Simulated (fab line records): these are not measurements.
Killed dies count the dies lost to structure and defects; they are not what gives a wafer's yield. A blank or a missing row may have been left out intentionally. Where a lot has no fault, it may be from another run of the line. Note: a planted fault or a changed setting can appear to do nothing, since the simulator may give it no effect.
Struck lot and sound lot, side by side + flow sfq-line + 15 out of 325 route steps
Sound: the wafers L409.1, L409.3, L409.6. Struck: wafers L414.1, L414.2, L414.3. The cause is given at the end.
Per side, at each step with rows, come the tool, then ch with its chambers, and then its first start. Under that, the readings that differ: sound wafers + struck wafers + difference of the means + sigmas: that difference in standard deviations of wafers without a fault.
alike: a reading whose means differ by less than 2 such deviations, as well as words and numbers matching on both sides. not compared: withheld readings; readings where some wafer has no value; bounds like >300 that might hide an equal value; numbers whose values overlap and for which the record gives no deviation.
A row with sigmas, a row that says differs or no value, or rows on one side alone: a step with any of these is where the two part. Non-overlapping numbers with no deviation appear without sigmas and do not part them. A reading that every wafer of one side lacks parts them only if that side has two wafers or more.

first, 1 step without rows for these wafers: SFQ_TRILAYER_M6_STRIP_SOLV_CLEAN_164 (cleans in NMP, time 600 s).
SFQ_TRILAYER_I6_DEP_PECVD_165: deposits SiO2 from SiH4/N2O, time 111.11 s, target thk 500 nm.
  sound on pecvd-04 ch 0,1,2, day 68 11:34; struck on pecvd-04 ch 0,1,2, day 72 00:14
  alike: heater-power-w, throttle-valve-pct
SFQ_TRILAYER_I6_CMP_CMP_166: polishes SiO2.
  sound on cmp-02 ch 0,1, day 68 13:14; struck on cmp-01 ch 0,1,2, day 72 00:19
  alike: motor-current-A, slurry-filter-dp-kPa, slurry-flow-ml-min, time-to-endpoint-s
SFQ_I6_BOW_MEAS_941:
  struck on film-metro-02, day 72 03:19; sound on film-metro-03, day 68 16:14
  alike: I6_BOW
SFQ_TRILAYER_I6_METRO_MEASURE_167:
  struck on film-metro-02, day 72 03:26; sound on film-metro-03, day 68 16:22
  alike: thk-nm
then, 6 steps without rows for these wafers: SFQ_TRILAYER_I6_VIA_LITHO_COAT_174 (resist thk 62 nm); SFQ_TRILAYER_I6_VIA_LITHO_COAT_169 (resist thk 650 nm); SFQ_TRILAYER_I6_VIA_LITHO_SOFTBAKE_173; SFQ_TRILAYER_I6_VIA_LITHO_EXPOSE_170 (exposes mask I6, target cd 700 nm); SFQ_TRILAYER_I6_VIA_LITHO_PEB_172 (peb time 58.87 s); SFQ_TRILAYER_I6_VIA_LITHO_DEVELOP_171 (time 60 s).
-- the record jumps here: 5 days lie between the struck wafers' starts before and after --
SFQ_I6_OVL_MEAS_942:
  struck on overlay-01, day 77 02:08; sound on overlay-02, day 73 15:12
  alike: I6_OVL
SFQ_TRILAYER_I6_VIA_BARC_OPEN_VIA_ETCH_235: etches BARC in O2, target depth 125 nm, time 41.7 s.
  sound on rie-diel-02 ch 1,3, day 73 15:14; struck on rie-diel-01 ch 0,1,2, day 77 02:10
| reading                                                 | sound             | struck            | difference | sigmas |
|---------------------------------------------------------|-------------------|-------------------|------------|--------|
| oes-product-au (a.u.)                                   | 0.681 0.684 0.692 | 0.810 0.819 0.820 | +0.131     | +28    |
| run-length-s (s)                                        | 69.6 69.8 70.0    | 60.7 60.4 59.7    | -9.5       | -23    |
| time-s (s)                                              | 41.7 41.7 41.7    | 29.19 29.19 29.19 | -12.51     |        |
| model.KrF_of_TRILAYER_I6_VIA_LITHO_COAT_169.thk-nm (nm) | 575.3 571.4 571.2 | 588 589.4 590     | +16        |        |
  alike: drypump-motor-current-A
  not compared: rf-hours-counter-h
SFQ_TRILAYER_I6_VIA_ETCH_VIA_ETCH_172: etches SiO2 in CHF3, stops on Nb, target depth 260 nm.
  sound on rie-diel-02 ch 1,3, day 73 15:17; struck on rie-diel-01 ch 0,1,2, day 77 02:13
| reading                                                 | sound       | struck            | difference | sigmas |
|---------------------------------------------------------|-------------|-------------------|------------|--------|
| model.KrF_of_TRILAYER_I6_VIA_LITHO_COAT_169.thk-nm (nm) | 531 527 527 | 543.3 545.2 546.4 | +16.6      |        |
  alike: drypump-motor-current-A, oes-product-au
SFQ_TRILAYER_I6_VIA_STRIP_STRIP_173: strips in O2.
  sound on rie-metal-03 ch 0,1, day 73 15:23; struck on rie-metal-02 ch 0,1, day 77 02:19
  alike: drypump-motor-current-A, oes-product-au
  not compared: rf-hours-counter-h

## WHERE THEY PART
Only at SFQ_TRILAYER_I6_VIA_BARC_OPEN_VIA_ETCH_235, as far as this record shows. Later steps at which nothing parts them and some readings are alike: SFQ_TRILAYER_I6_VIA_ETCH_VIA_ETCH_172, SFQ_TRILAYER_I6_VIA_STRIP_STRIP_173.

WHY: whatever the simulator had introduced
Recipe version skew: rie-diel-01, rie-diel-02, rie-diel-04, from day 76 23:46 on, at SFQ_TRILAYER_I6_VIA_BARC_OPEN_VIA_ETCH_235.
